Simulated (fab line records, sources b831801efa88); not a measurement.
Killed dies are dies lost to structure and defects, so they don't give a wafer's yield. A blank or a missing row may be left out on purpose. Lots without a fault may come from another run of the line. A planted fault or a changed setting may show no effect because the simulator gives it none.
Which tool did it? | flow gf180mcu | 11 lots, 33 wafers sampled, at 3 steps of a route of 602

WHAT THE GAUGES READ, wafer by wafer
GF_DUAL_GATE_OVL_MEAS_11. Usual: DUAL_GATE_OVL 0.4 nm, standard deviation 1.4.
lot  | measured     | on         | DUAL_GATE_OVL (nm) | flag
L166 | day 10 06:12 | overlay-01 | 2.1 1.8 2.1        |
L169 | day 11 06:47 | overlay-01 | -1.8 0.5 0.4       |
L170 | day 11 09:42 | overlay-01 | 0.0 0.4 0.3        |
L171 | day 11 20:46 | overlay-01 | -0.4 -0.4 0.3      |
L172 | day 12 02:05 | overlay-01 | 1.5 0.8 0.5        |
L173 | day 12 10:11 | overlay-01 | -3.9 -1.6 -1.1     |
L174 | day 12 15:30 | overlay-01 | 0.6 -0.8 0.9       |
L175 | day 12 21:59 | overlay-01 | -0.8 -0.1 -0.8     |
L176 | day 13 04:23 | overlay-01 | 0.9 0.8 1.1        |
L181 | day 14 16:25 | overlay-01 | 0.1 0.7 0.7        |
L182 | day 15 04:17 | overlay-02 | -0.6 1.7 0.8       |

GF_HV_LDD_TW_MEAS_11. Usual: HV_LDD_TW 2410, standard deviation 13.
lot  | measured     | on            | HV_LDD_TW      | flag
L166 | day 12 00:46 | film_metro-04 | 2396 2378 2392 |
L169 | day 13 03:19 | film_metro-03 | 2437 2435 2425 |
L170 | day 13 06:19 | film_metro-01 | 2394 2396 2414 |
L171 | day 13 16:35 | film_metro-01 | 2397 2418 2400 |
L172 | day 13 22:43 | film_metro-03 | 2409 2423 2424 |
L173 | day 14 08:20 | film_metro-04 | 2405 2396 2395 |
L174 | day 14 12:48 | film_metro-04 | 2402 2394 2398 |
L175 | day 14 22:17 | film_metro-03 | 2408 2411 2424 |
L176 | day 15 03:05 | film_metro-03 | 2429 2442 2422 |
L181 | day 16 18:14 | film_metro-03 | 2413 2409 2406 |
L182 | day 17 07:34 | film_metro-04 | 2403 2406 2418 |

WHICH TOOL RAN EACH LOT (tool, then ch and the chambers of the sampled wafers, then the start)
lot  | GF_VT_IMPLANT_STRIP_42
L166 | plasma_asher-01 ch 0,1, day 9 10:20
L169 | plasma_asher-01 ch 0,1, day 10 08:35
L170 | plasma_asher-01 ch 0,1, day 10 12:43
L171 | plasma_asher-02 ch 0,1, day 11 00:08
L172 | plasma_asher-01 ch 0,1, day 11 04:22
L173 | plasma_asher-02 ch 1, day 11 12:50
L174 | plasma_asher-01 ch 0,1, day 11 17:52
L175 | plasma_asher-04 ch 0,1, day 12 00:31
L176 | plasma_asher-01 ch 0, day 12 06:17
L181 | plasma_asher-02 ch 0,1, day 13 17:56
L182 | plasma_asher-04 ch 0, day 14 04:52
- GF_VT_IMPLANT_STRIP_42: strips in O2/N2.

WHAT THE TOOLS THEMSELVES READ (means of the sampled wafers that have a number; where no wafer has one, the mark that the record gives instead)
GF_VT_IMPLANT_STRIP_42. Usual: drypump_motor_current_A 5.9 A, standard deviation 0.45; heater_power_w 373 W, standard deviation 45; n2_flow_sccm 299.9 sccm, standard deviation 0.99; oes_product_au 0.716 a.u., standard deviation 0.0045; platen_temp_c 249.99 C, standard deviation 0.17; strip_time_to_endpoint_s 12.647 s, standard deviation 0.03.
lot  | tool            | drypump_motor_current_A (A) | heater_power_w (W) | n2_flow_sccm (sccm) | oes_product_au (a.u.) | platen_temp_c (C) | strip_time_to_endpoint_s (s) | flag
L166 | plasma_asher-01 | 5.8                         | 360                | 299.4               | 0.717                 | 250.09            | 12.683                       |
L169 | plasma_asher-01 | 5.9                         | 345                | 299.8               | 0.716                 | 249.91            | 12.681                       |
L170 | plasma_asher-01 | 5.9                         | 347                | 299.7               | 0.715                 | 249.80            | 12.638                       |
L171 | plasma_asher-02 | 6.3                         | 429                | 298.8               | 0.715                 | 250.09            | 12.689                       |
L172 | plasma_asher-01 | 5.9                         | 343                | 300.1               | 0.714                 | 250.08            | 12.623                       |
L173 | plasma_asher-02 | 6.2                         | 453                | 300.7               | 0.717                 | 249.62            | 12.648                       |
L174 | plasma_asher-01 | 5.8                         | 366                | 300.4               | 0.717                 | 249.84            | 12.616                       |
L175 | plasma_asher-04 | 5.2                         | 330                | 301.2               | 0.715                 | 250.09            | 12.652                       |
L176 | plasma_asher-01 | 5.7                         | 376                | 299.5               | 0.715                 | 250.05            | 12.616                       |
L181 | plasma_asher-02 | 6.3                         | 397                | 299.2               | 0.712                 | 250.06            | 12.664                       |
L182 | plasma_asher-04 | 6.2                         | 325                | 301.8               | 0.719                 | 250.13            | 12.617                       |

THE ANSWER, worked out from the rows above alone
Rule: a lot is off if the mean of its wafers that have a number lies more than 3 standard deviations from the usual mean. A lot without any number at a reading at which 4 lots or more have one is off too. The other lots that the step has rows for count as sound. The gauges are gone through in route order, then the tools' own readings, and for those a lot's mean is taken as printed above. The first step at which some lot is off is used, and at that step the reading that is off furthest; a lot without a number counts as furthest.
No lot is off at any reading shown: from this, nothing can be told.

WHAT THE SIMULATOR HAD PUT IN
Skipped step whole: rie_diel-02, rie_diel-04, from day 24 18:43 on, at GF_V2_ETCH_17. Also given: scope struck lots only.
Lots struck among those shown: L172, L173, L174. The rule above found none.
